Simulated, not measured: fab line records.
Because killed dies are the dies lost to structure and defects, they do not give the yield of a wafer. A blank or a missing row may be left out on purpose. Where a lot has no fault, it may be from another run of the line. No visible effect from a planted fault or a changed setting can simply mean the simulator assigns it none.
What tool caused it? :: flow sfq line :: 14 lots with 41 wafers sampled at 5 steps, on a route of 325 steps

## WHAT THE GAUGES SHOWED, per wafer
SFQ_R5_OVL_MEAS_935. Usual: R5_OVL typically reads 2 nm, with standard deviation 5.5.
lot: L758
measured: day 58 00:12
on: overlay-01
R5_OVL (nm): 0 8 -4
flag: 

lot: L759
measured: day 58 06:13
on: overlay-02
R5_OVL (nm): 7 -1 4
flag: 

lot: L761
measured: day 58 15:32
on: overlay-02
R5_OVL (nm): 7 2 9
flag: 

lot: L762
measured: day 58 16:44
on: overlay-01
R5_OVL (nm): 8 6 11
flag: 

lot: L763
measured: day 59 01:08
on: overlay-02
R5_OVL (nm): -8 3 1
flag: 

lot: L765
measured: day 59 05:10
on: overlay-01
R5_OVL (nm): 4 7 5
flag: 

lot: L766
measured: day 59 18:20
on: overlay-02
R5_OVL (nm): 6 2 0
flag: 

lot: L767
measured: day 60 19:35
on: overlay-01
R5_OVL (nm): -8 -2 0
flag: 

lot: L768
measured: day 61 09:26
on: overlay-01
R5_OVL (nm): 6 -4 -4
flag: 

lot: L769
measured: day 61 11:47
on: overlay-02
R5_OVL (nm): 13 9 5
flag: 

lot: L770
measured: day 61 14:47
on: overlay-02
R5_OVL (nm): 3 6 4
flag: 

lot: L779
measured: day 63 07:14
on: overlay-01
R5_OVL (nm): -3 6
flag: 

lot: L780
measured: day 63 08:26
on: overlay-01
R5_OVL (nm): -8 -6 -2
flag: 

lot: L781
measured: day 64 15:26
on: overlay-01
R5_OVL (nm): 10 7 10
flag: 

SFQ_M6_RS_MEAS_938: measures by four-point-probe. Usual: M6_NB_RS typically reads 0.882 ohm/sq, with standard deviation 0.012.
lot: L758
measured: day 63 13:03
on: film metro-01
M6_NB_RS (ohm/sq): 0.858 0.872 0.885
flag: 

lot: L759
measured: day 63 15:28
on: film metro-01
M6_NB_RS (ohm/sq): 0.863 0.893 0.876
flag: 

lot: L761
measured: day 64 00:31
on: film metro-02
M6_NB_RS (ohm/sq): 0.891 0.879 0.872
flag: 

lot: L762
measured: day 64 02:55
on: film metro-02
M6_NB_RS (ohm/sq): 0.898 0.867 0.893
flag: 

lot: L763
measured: day 64 08:16
on: film metro-02
M6_NB_RS (ohm/sq): 0.881 0.857 0.871
flag: 

lot: L765
measured: day 64 15:07
on: film metro-04
M6_NB_RS (ohm/sq): 0.887 0.863 0.888
flag: 

lot: L766
measured: day 65 06:42
on: film metro-02
M6_NB_RS (ohm/sq): 0.905 0.892 0.899
flag: 

lot: L767
measured: day 66 02:13
on: film metro-02
M6_NB_RS (ohm/sq): 0.864 0.882 0.890
flag: 

lot: L768
measured: day 66 11:05
on: film metro-02
M6_NB_RS (ohm/sq): 0.889 0.870 0.893
flag: 

lot: L769
measured: day 66 12:16
on: film metro-01
M6_NB_RS (ohm/sq): 0.886 0.879 0.883
flag: 

lot: L770
measured: day 66 14:40
on: film metro-01
M6_NB_RS (ohm/sq): 0.879 0.896 0.900
flag: 

lot: L779
measured: day 68 00:59
on: film metro-02
M6_NB_RS (ohm/sq): 0.567 0.562
flag: OFF

lot: L780
measured: day 68 04:37
on: film metro-04
M6_NB_RS (ohm/sq): 0.571 0.888 0.893
flag: OFF

lot: L781
measured: day 68 07:46
on: film metro-02
M6_NB_RS (ohm/sq): 0.892 0.892 0.881
flag: 

## WHAT TOOL EACH LOT RAN ON (gives the tool, then ch and the chambers of the sampled wafers, and finally the start)
lot: L758
SFQ_TRILAYER_A5B_DEP_PECVD_129: pecvd-01 ch 0,1,2, day 52 13:26
SFQ_TRILAYER_R5_DEP_SPUTTER_132: pvd sputter-04, day 52 20:34
SFQ_TRILAYER_M6_DEP_SPUTTER_157: pvd sputter-05, day 63 12:58

lot: L759
SFQ_TRILAYER_A5B_DEP_PECVD_129: pecvd-02 ch 0,1,2, day 52 18:20
SFQ_TRILAYER_R5_DEP_SPUTTER_132: pvd sputter-03, day 53 02:34
SFQ_TRILAYER_M6_DEP_SPUTTER_157: pvd sputter-06, day 63 15:22

lot: L761
SFQ_TRILAYER_A5B_DEP_PECVD_129: pecvd-04 ch 0,1, day 53 03:56
SFQ_TRILAYER_R5_DEP_SPUTTER_132: pvd sputter-03, day 53 14:34
SFQ_TRILAYER_M6_DEP_SPUTTER_157: pvd sputter-03, day 64 00:25

lot: L762
SFQ_TRILAYER_A5B_DEP_PECVD_129: pecvd-02 ch 1,2, day 53 05:08
SFQ_TRILAYER_R5_DEP_SPUTTER_132: pvd sputter-06, day 53 15:11
SFQ_TRILAYER_M6_DEP_SPUTTER_157: pvd sputter-06, day 64 02:49

lot: L763
SFQ_TRILAYER_A5B_DEP_PECVD_129: pecvd-01 ch 0,1,2, day 53 11:08
SFQ_TRILAYER_R5_DEP_SPUTTER_132: pvd sputter-04, day 54 00:11
SFQ_TRILAYER_M6_DEP_SPUTTER_157: pvd sputter-06, day 64 08:10

lot: L765
SFQ_TRILAYER_A5B_DEP_PECVD_129: pecvd-02 ch 1,2, day 53 18:20
SFQ_TRILAYER_R5_DEP_SPUTTER_132: pvd sputter-06, day 54 11:34
SFQ_TRILAYER_M6_DEP_SPUTTER_157: pvd sputter-06, day 64 15:01

lot: L766
SFQ_TRILAYER_A5B_DEP_PECVD_129: pecvd-04 ch 1,2, day 59 09:23
SFQ_TRILAYER_R5_DEP_SPUTTER_132: pvd sputter-03, day 59 15:34
SFQ_TRILAYER_M6_DEP_SPUTTER_157: pvd sputter-05, day 65 06:37

lot: L767
SFQ_TRILAYER_A5B_DEP_PECVD_129: pecvd-04 ch 0,2, day 59 20:11
SFQ_TRILAYER_R5_DEP_SPUTTER_132: pvd sputter-04, day 60 03:15
SFQ_TRILAYER_M6_DEP_SPUTTER_157: pvd sputter-06, day 66 02:08

lot: L768
SFQ_TRILAYER_A5B_DEP_PECVD_129: pecvd-01 ch 0,1, day 61 00:55
SFQ_TRILAYER_R5_DEP_SPUTTER_132: pvd sputter-04, day 61 05:13
SFQ_TRILAYER_M6_DEP_SPUTTER_157: pvd sputter-06, day 66 10:59

lot: L769
SFQ_TRILAYER_A5B_DEP_PECVD_129: pecvd-04 ch 0,1,2, day 61 03:25
SFQ_TRILAYER_R5_DEP_SPUTTER_132: pvd sputter-03, day 61 09:16
SFQ_TRILAYER_M6_DEP_SPUTTER_157: pvd sputter-05, day 66 12:09

lot: L770
SFQ_TRILAYER_A5B_DEP_PECVD_129: pecvd-02 ch 0,1, day 61 05:28
SFQ_TRILAYER_R5_DEP_SPUTTER_132: pvd sputter-06, day 61 12:16
SFQ_TRILAYER_M6_DEP_SPUTTER_157: pvd sputter-06, day 66 14:33

lot: L779
SFQ_TRILAYER_A5B_DEP_PECVD_129: pecvd-02 ch 0,2, day 62 06:14
SFQ_TRILAYER_R5_DEP_SPUTTER_132: pvd sputter-03, day 63 01:40
SFQ_TRILAYER_M6_DEP_SPUTTER_157: pvd sputter-06, day 68 00:54

lot: L780
SFQ_TRILAYER_A5B_DEP_PECVD_129: pecvd-01 ch 0,1,2, day 62 13:26
SFQ_TRILAYER_R5_DEP_SPUTTER_132: pvd sputter-04, day 63 03:16
SFQ_TRILAYER_M6_DEP_SPUTTER_157: pvd sputter-06, day 68 04:30

lot: L781
SFQ_TRILAYER_A5B_DEP_PECVD_129: pecvd-02 ch 1,2, day 63 23:20
SFQ_TRILAYER_R5_DEP_SPUTTER_132: pvd sputter-04, day 64 12:14
SFQ_TRILAYER_M6_DEP_SPUTTER_157: pvd sputter-03, day 68 07:39
- SFQ_TRILAYER_A5B_DEP_PECVD_129: deposits SiO2 from SiH4/N2O, time 133.33 s, target thk 600 nm.
- SFQ_TRILAYER_R5_DEP_SPUTTER_132: material Ti, target thk 5 nm, time 5 s.
- SFQ_TRILAYER_M6_DEP_SPUTTER_157: material Nb, target thk 200 nm, time 133.3 s.

## AS READ BY THE TOOLS THEMSELVES (means over the sampled wafers that have a number; for cases with no such wafer, the mark the record gives instead)
SFQ_TRILAYER_A5B_DEP_PECVD_129. Usual: heater power w 86 W, standard deviation 16; susceptor temp C 149.99 C, standard deviation 0.15; throttle valve pct 24.3 %, standard deviation 0.86.
lot: L758
tool: pecvd-01
heater power w (W): 91
susceptor temp C (C): 149.99
throttle valve pct (%): 23.5
flag: 

lot: L759
tool: pecvd-02
heater power w (W): 88
susceptor temp C (C): 150.01
throttle valve pct (%): 25.0
flag: 

lot: L761
tool: pecvd-04
heater power w (W): 83
susceptor temp C (C): 150.04
throttle valve pct (%): 26.2
flag: 

lot: L762
tool: pecvd-02
heater power w (W): 97
susceptor temp C (C): 150.01
throttle valve pct (%): 24.7
flag: 

lot: L763
tool: pecvd-01
heater power w (W): 87
susceptor temp C (C): 150.00
throttle valve pct (%): 23.8
flag: 

lot: L765
tool: pecvd-02
heater power w (W): 97
susceptor temp C (C): 150.08
throttle valve pct (%): 24.6
flag: 

lot: L766
tool: pecvd-04
heater power w (W): 77
susceptor temp C (C): 149.82
throttle valve pct (%): 24.1
flag: 

lot: L767
tool: pecvd-04
heater power w (W): 84
susceptor temp C (C): 149.96
throttle valve pct (%): 23.1
flag: 

lot: L768
tool: pecvd-01
heater power w (W): 71
susceptor temp C (C): 149.96
throttle valve pct (%): 24.0
flag: 

lot: L769
tool: pecvd-04
heater power w (W): 83
susceptor temp C (C): 150.00
throttle valve pct (%): 23.6
flag: 

lot: L770
tool: pecvd-02
heater power w (W): 83
susceptor temp C (C): 149.91
throttle valve pct (%): 24.9
flag: 

lot: L779
tool: pecvd-02
heater power w (W): 88
susceptor temp C (C): 149.99
throttle valve pct (%): 24.9
flag: 

lot: L780
tool: pecvd-01
heater power w (W): 82
susceptor temp C (C): 150.05
throttle valve pct (%): 24.4
flag: 

lot: L781
tool: pecvd-02
heater power w (W): 97
susceptor temp C (C): 149.93
throttle valve pct (%): 24.5
flag: 

SFQ_TRILAYER_R5_DEP_SPUTTER_132. Usual: throttle valve pct reads 29.5 % (standard deviation 0.99).
lot: L758
tool: pvd sputter-04
throttle valve pct (%): 29.5
flag: 

lot: L759
tool: pvd sputter-03
throttle valve pct (%): 30.1
flag: 

lot: L761
tool: pvd sputter-03
throttle valve pct (%): 29.9
flag: 

lot: L762
tool: pvd sputter-06
throttle valve pct (%): 29.1
flag: 

lot: L763
tool: pvd sputter-04
throttle valve pct (%): 29.6
flag: 

lot: L765
tool: pvd sputter-06
throttle valve pct (%): 29.6
flag: 

lot: L766
tool: pvd sputter-03
throttle valve pct (%): 29.2
flag: 

lot: L767
tool: pvd sputter-04
throttle valve pct (%): 29.0
flag: 

lot: L768
tool: pvd sputter-04
throttle valve pct (%): 30.2
flag: 

lot: L769
tool: pvd sputter-03
throttle valve pct (%): 29.3
flag: 

lot: L770
tool: pvd sputter-06
throttle valve pct (%): 29.0
flag: 

lot: L779
tool: pvd sputter-03
throttle valve pct (%): 28.8
flag: 

lot: L780
tool: pvd sputter-04
throttle valve pct (%): 30.1
flag: 

lot: L781
tool: pvd sputter-04
throttle valve pct (%): 30.6
flag: 

SFQ_TRILAYER_M6_DEP_SPUTTER_157. Usual: throttle valve pct reads 29.3 % (standard deviation 0.81).
lot: L758
tool: pvd sputter-05
throttle valve pct (%): 29.5
flag: 

lot: L759
tool: pvd sputter-06
throttle valve pct (%): 29.1
flag: 

lot: L761
tool: pvd sputter-03
throttle valve pct (%): 29.3
flag: 

lot: L762
tool: pvd sputter-06
throttle valve pct (%): 30.0
flag: 

lot: L763
tool: pvd sputter-06
throttle valve pct (%): 28.8
flag: 

lot: L765
tool: pvd sputter-06
throttle valve pct (%): 29.6
flag: 

lot: L766
tool: pvd sputter-05
throttle valve pct (%): 29.0
flag: 

lot: L767
tool: pvd sputter-06
throttle valve pct (%): 29.5
flag: 

lot: L768
tool: pvd sputter-06
throttle valve pct (%): 29.6
flag: 

lot: L769
tool: pvd sputter-05
throttle valve pct (%): 29.3
flag: 

lot: L770
tool: pvd sputter-06
throttle valve pct (%): 29.1
flag: 

lot: L779
tool: pvd sputter-06
throttle valve pct (%): 28.4
flag: 

lot: L780
tool: pvd sputter-06
throttle valve pct (%): 29.9
flag: 

lot: L781
tool: pvd sputter-03
throttle valve pct (%): 28.8
flag: 

## THE ANSWER, worked out from the rows above alone
Rule: a lot is off if the mean of its wafers that have a number lies more than 3 standard deviations from the usual mean. A lot without any number at a reading at which 4 lots or more have one is off too. Where the step has rows for the other lots, those lots are counted as sound. Order of review: gauges by route order, followed by the tools' own readings, for which a lot's mean as printed above is used. The first step at which some lot is off is used, and at that step the reading that is off furthest; a lot without a number counts as furthest.
Off: L779, L780, seen at SFQ_M6_RS_MEAS_938 (M6_NB_RS).
If a tool, at a process step before that reading, ran all the lots that are off and no sound lot after the first of them, it fits. Gauges at SFQ_M6_RS_MEAS_938: tried the same way as those tools. One fits: SFQ_TRILAYER_M6_DEP_SPUTTER_157 on pvd sputter-06. A fault onset in the window from L770 (day 66 14:33, its last sound lot) to L779 (day 68 00:54, its first lot off) fits.

## WHAT THE SIMULATOR HAD PUT IN
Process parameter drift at SFQ_TRILAYER_M6_DEP_SPUTTER_157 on pvd sputter-06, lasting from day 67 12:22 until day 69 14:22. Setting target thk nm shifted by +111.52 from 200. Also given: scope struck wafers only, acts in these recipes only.
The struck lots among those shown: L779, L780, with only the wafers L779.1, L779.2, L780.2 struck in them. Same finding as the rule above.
